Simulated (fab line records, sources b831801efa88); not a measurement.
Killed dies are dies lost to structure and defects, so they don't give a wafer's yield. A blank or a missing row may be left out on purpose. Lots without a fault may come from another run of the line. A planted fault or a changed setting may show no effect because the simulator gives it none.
A struck lot beside a sound one | flow gf180mcu | 15 steps out of a route of 602
Sound: wafers L228.1, L228.4, L228.5. Struck: wafers L242.1, L242.2, L242.3. The cause comes at the end.
At each step with rows: each side's tool, then ch and its chambers, then its first start. Under that, the readings that differ: sound wafers | struck wafers | difference of the means | sigmas: that difference in standard deviations of wafers without a fault.
alike: readings whose means differ by less than 2 such deviations, and words and numbers that are the same on both sides. not compared: withheld readings, readings that some wafer has no value for, bounds like >300 that may hide the same value, and numbers for which the record gives no deviation and whose values overlap.
The two part at a step that has a row with sigmas, a row that says differs or no value, or rows on one side only. Numbers that don't overlap but have no deviation are shown without sigmas and don't part them. A reading that every wafer of one side lacks parts them only if that side has two wafers or more.

first, 4 steps without rows for these wafers: GF_V5_SOFTBAKE_10 (time 60 s); GF_V5_EXPOSE_11 (exposes mask Via5, target cd 260 nm); GF_V5_PEB_12 (peb time 90 s); GF_V5_DEVELOP_13 (develop time 60 s).
GF_V5_CD_MEAS_14: target cd 260 nm.
  sound on cd_sem-01, day 27 17:53; struck on cd_sem-01, day 31 20:55
  alike: cd_nm
GF_V5_OVL_MEAS_15:
  sound on overlay-01, day 27 18:01; struck on overlay-02, day 31 21:02
  alike: V5_OVL
GF_V5_ETCH_16: etches BARC in N2/H2.
  sound on rie_diel-04 ch 0,1,3, day 27 18:02; struck on rie_diel-02 ch 0,1,2, day 31 21:05
  reading               | sound             | struck            | difference | sigmas
  oes_product_au (a.u.) | 0.858 0.864 0.860 | 0.855 0.841 0.852 | -0.011     | -2
  alike: chamber_pressure_mTorr, drypump_motor_current_A, throttle_valve_pct
GF_V5_ETCH_17: etches SiO2 in C4F8/O2/Ar, stops on TiN, target depth 855 nm.
  sound on rie_diel-04 ch 0,1,3; struck on rie_diel-02 ch 0,1,2
  alike: chamber_pressure_mTorr, oes_product_au
GF_V5_STRIP_18: strips in O2/N2.
  sound on plasma_asher-01 ch 0,1, day 27 18:12; struck on plasma_asher-02 ch 0,1, day 31 21:14
  reading                        | sound                | struck               | difference | sigmas
  chamber_pressure_mTorr (mTorr) | 1503.0 1502.6 1501.8 | 1499.7 1498.8 1500.3 | -2.9       | -2
  drypump_motor_current_A (A)    | 6.51 6.48 6.12       | 5.76 5.66 5.67       | -0.67      | -2
  alike: heater_power_w, oes_product_au, platen_temp_c
  not compared: rf_hours_counter_h
then, 2 steps without rows for these wafers: GF_V5_STRIP_19 (strips in post etch residue remover, time 1200 s); GF_V5_CLEAN_20 (cleans in DIW).
GF_V5_SPUTTER_21: material Ti, target thk 15 nm, time 80.02 s.
  sound on pvd_sputter-03, day 27 18:46; struck on pvd_sputter-03, day 31 21:47
  alike: chamber_pressure_pa, throttle_valve_pct
GF_V5_SPUTTER_22: material TiN, target thk 10 nm, time 40 s.
  sound on pvd_sputter-03, day 27 18:49; struck on pvd_sputter-03, day 31 21:52
  reading                                | sound             | struck            | difference | sigmas
  chamber_pressure_pa (Pa)               | 5.012 5.007 5.022 | 5.639 5.604 5.622 | +0.608     | +55
  throttle_valve_pct (%)                 | 29.8 28.8 29.8    | 28.6 27.1 27.9    | -1.6       | -2
  model.TiN_of_V5_SPUTTER_22.thk_nm (nm) | 10.08 10.04 10.07 | 8.871 8.957 8.868 | -1.165     |
GF_V5_CVD_23: deposits W, target thk 350 nm, time 104.9 s.
  sound on cvd_w-02 ch 0, day 27 18:52; struck on cvd_w-02 ch 1, day 31 21:53
  alike: heater_power_w
  not compared: since_wet_clean_h
GF_PASSIVATION_PROBE_99:
  the record has rows for the sound wafers here (prober-01, day 29 13:07) and none for the struck ones

WHERE THEY PART
First at GF_V5_ETCH_16; last, within this record, at GF_PASSIVATION_PROBE_99.

WHY: what the simulator had put in
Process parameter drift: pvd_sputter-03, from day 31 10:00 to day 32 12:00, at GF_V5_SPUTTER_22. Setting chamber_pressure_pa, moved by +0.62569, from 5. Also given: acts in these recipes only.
